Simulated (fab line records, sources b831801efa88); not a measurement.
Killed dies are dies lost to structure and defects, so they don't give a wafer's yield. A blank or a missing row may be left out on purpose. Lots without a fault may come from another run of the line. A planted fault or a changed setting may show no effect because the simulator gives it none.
A struck lot beside a sound one | flow sfq_line | 21 steps out of a route of 325
Sound: wafers L417.1, L417.2, L417.4. Struck: wafers L430.1, L430.4, L430.5. The cause comes at the end.
At each step with rows: each side's tool, then ch and its chambers, then its first start. Under that, the readings that differ: sound wafers | struck wafers | difference of the means | sigmas: that difference in standard deviations of wafers without a fault.
alike: readings whose means differ by less than 2 such deviations, and words and numbers that are the same on both sides. not compared: withheld readings, readings that some wafer has no value for, bounds like >300 that may hide the same value, and numbers for which the record gives no deviation and whose values overlap.
The two part at a step that has a row with sigmas, a row that says differs or no value, or rows on one side only. Numbers that don't overlap but have no deviation are shown without sigmas and don't part them. A reading that every wafer of one side lacks parts them only if that side has two wafers or more.

first, 1 step without rows for these wafers: SFQ_TRILAYER_JJ_TRILAYER_DEP_AL_OXIDATION_111 (oxidation time 600 s).
SFQ_TRILAYER_JJ_TRILAYER_DEP_SPUTTER_112: material Nb, target thk 170 nm, time 113.3 s.
  sound on pvd_sputter-06, day 46 17:48; struck on pvd_sputter-06, day 55 03:47
  alike: throttle_valve_pct
SFQ_JJ_RS_MEAS_929: measures by four-point-probe.
  sound on film_metro-02, day 46 17:53; struck on film_metro-01, day 55 03:52
  alike: JJ_NB_RS
then, 6 steps without rows for these wafers: SFQ_TRILAYER_JJ_CE_LITHO_COAT_119 (resist thk 62 nm); SFQ_TRILAYER_JJ_CE_LITHO_COAT_114 (resist thk 600 nm); SFQ_TRILAYER_JJ_CE_LITHO_SOFTBAKE_118; SFQ_TRILAYER_JJ_CE_LITHO_EXPOSE_115 (exposes mask J5, target cd 700 nm); SFQ_TRILAYER_JJ_CE_LITHO_PEB_117 (peb time 60 s); SFQ_TRILAYER_JJ_CE_LITHO_DEVELOP_116 (time 60 s).
-- the record jumps here: 5 days lie between the struck wafers' starts before and after --
SFQ_JJ_OVL_MEAS_931:
  sound on overlay-02, day 46 20:19; struck on overlay-02, day 60 05:08
  alike: J5_OVL
SFQ_TRILAYER_JJ_CE_METRO_MEASURE_117:
  sound on cd_sem-02, day 46 20:21; struck on cd_sem-02, day 60 05:11
  alike: cd_nm
SFQ_TRILAYER_JJ_CE_BARC_OPEN_RIE_150: chemistry O2, target BARC, target depth 240 nm, time 80 s.
  sound on rie_metal-02 ch 0,1, day 46 21:33; struck on rie_metal-01 ch 0,1, day 60 06:23
  no value came back on the struck wafers for bias_w (W), chamber_pressure_mTorr (mTorr), drypump_motor_current_A (A), oes_product_au (a.u.); on the sound wafers bias_w (W) reads 80.19 80.10 80.02
  not compared: rf_hours_counter_h
SFQ_TRILAYER_JJ_CE_ETCH_RIE_118: chemistry SF6, target Nb, stops on Al2O3, time 97.7 s, target depth 170 nm.
  sound on rie_metal-02 ch 0,1, day 46 21:38; struck on rie_metal-01 ch 0,1, day 60 06:28
  reading               | sound             | struck            | difference | sigmas
  oes_product_au (a.u.) | 0.984 0.990 0.983 | 0.370 0.382 0.375 | -0.610     | -92
  alike: bias_w, chamber_pressure_mTorr, drypump_motor_current_A
  not compared: rf_hours_counter_h
then, 1 step without rows for these wafers: SFQ_TRILAYER_JJ_ANODIZE_ANODIZE_119.
SFQ_TRILAYER_JJ_CE_STRIP_STRIP_120: strips in O2.
  sound on rie_metal-04 ch 0,1, day 46 22:14; struck on rie_metal-04 ch 0, day 60 07:05
  alike: chamber_pressure_mTorr, drypump_motor_current_A, oes_product_au
  not compared: rf_hours_counter_h
then, 4 steps without rows for these wafers: SFQ_TRILAYER_JJ_CE_STRIP_SOLV_CLEAN_121 (cleans in NMP, time 600 s); SFQ_TRILAYER_M5_LITHO_COAT_128 (resist thk 62 nm); SFQ_TRILAYER_M5_LITHO_COAT_123 (resist thk 600 nm); SFQ_TRILAYER_M5_LITHO_SOFTBAKE_127.
-- the record jumps here: 5 days lie between the struck wafers' starts before and after --
SFQ_TRILAYER_M5_LITHO_EXPOSE_124: exposes mask M5, target cd 700 nm.
  sound on krf_scanner-01 ch 0, day 46 23:47; struck on krf_scanner-02, day 65 15:04
  no value came back on the struck wafers for exposure_dose_mJ_cm2, focus_offset_nm (nm); on the sound wafers exposure_dose_mJ_cm2 reads 14.404 14.414 14.403
  alike: mask
then, 1 step without rows for these wafers: SFQ_TRILAYER_M5_LITHO_PEB_126 (peb time 60 s).

WHERE THEY PART
First at SFQ_TRILAYER_JJ_CE_BARC_OPEN_RIE_150; last, within this record, at SFQ_TRILAYER_M5_LITHO_EXPOSE_124.

WHY: what the simulator had put in
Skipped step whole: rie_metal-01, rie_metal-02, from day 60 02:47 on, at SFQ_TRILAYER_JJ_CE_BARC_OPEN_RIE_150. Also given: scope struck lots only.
